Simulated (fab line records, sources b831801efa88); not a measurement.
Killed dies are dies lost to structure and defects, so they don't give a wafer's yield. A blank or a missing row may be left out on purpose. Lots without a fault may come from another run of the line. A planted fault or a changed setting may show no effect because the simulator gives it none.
Problem report in the 8D (eight disciplines) form, filled by code | flow gf180mcu | the parts of the form that need people (team, actions taken, sign-off) are left out

1. THE PROBLEM
run_length_s at GF_POLY_GATE_ETCH_13 reads a mean of 95.5 s on 3 wafers of 3 lots; wafers without a fault read 97.7 s with a standard deviation of 0.36. That is -6.0 standard deviations from the usual mean.
The step: etches poly-Si in HBr/Cl2, stops on SiO2, target depth 198.5 nm, time 69.6 s.
First seen on wafer L697.1, day 10 11:04, on rie_si-02. The record holds 38 wafers of 13 lots with a number at this step. Rule for "out", or "out of limits": more than 4 standard deviations from the usual mean. The other wafers with a number count as sound.

2. WHAT IT IS AND WHAT IT IS NOT
question                    | is                     | is not
which readings at this step | run_length_s           | drypump_motor_current_A, oes_product_au, throttle_valve_pct
which lots                  | L697, L698, L699       | L693, L694, L696, L708, L709, L710, L711, L713, L714, L716
which wafers of those lots  | L697.1, L698.1, L699.2 | L697.4, L697.6, L698.4, L698.5, L699.6
read on which tools         | rie_si-02              | rie_si-01
when                        | from day 10 11:04      | up to then (11 sound wafers); but 24 sound wafers of L698, L699, L708, L709, L710, L711, L713, L714, L716 came after

3. SUSPECTS, AND WHAT RULES EACH OUT
Counting: a tool at a process step up to the reading stays a suspect if it ran every lot that is out. Sound lots after the first of them don't rule it out here, since some wafers of a struck lot are sound.
- rie_si-02 at GF_POLY_GATE_ETCH_13 (etches poly-Si in HBr/Cl2, stops on SiO2, target depth 198.5 nm, time 69.6 s): kept. It ran every lot that is out, first L697 (day 10 11:04); its last sound lot up to then is L696 (day 10 05:34). Its own readings are out on those wafers: run_length_s.
Left after counting: rie_si-02 at GF_POLY_GATE_ETCH_13.

4. THE CAUSE (what the simulator had put in)
Process parameter drift: rie_si-02, from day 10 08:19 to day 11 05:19, at GF_POLY_GATE_ETCH_13. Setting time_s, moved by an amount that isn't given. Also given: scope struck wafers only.
Counting left only this tool.

5. THE CHAIN OF EFFECTS, in route order
Each row: a reading whose mean over the struck wafers that have a number lies more than 3 standard deviations from the usual. Only readings for which the record gives a usual standard deviation are gone through. hours: the time from each lot's start at the first step in this table that gives one to its start at this step, as a median over the lots. sigmas: the change in usual standard deviations.
hours | step                 | reading      | usual  | on struck wafers | change | sigmas
0     | GF_POLY_GATE_ETCH_13 | run_length_s | 97.7 s | 95.5             | -2.2   | -6.0
The process steps in it:
- GF_POLY_GATE_ETCH_13: etches poly-Si in HBr/Cl2, stops on SiO2, target depth 198.5 nm, time 69.6 s.
Later measuring or inspecting steps at which every struck wafer that the step has a row for has a number for every such reading, and none has moved that far: GF_HV_LDD_TW_MEAS_23.

6. WHAT WOULD HAVE CAUGHT IT SOONER
In this record the first reading out of limits was taken at day 10 11:04, 3 hours after the fault began at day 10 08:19.
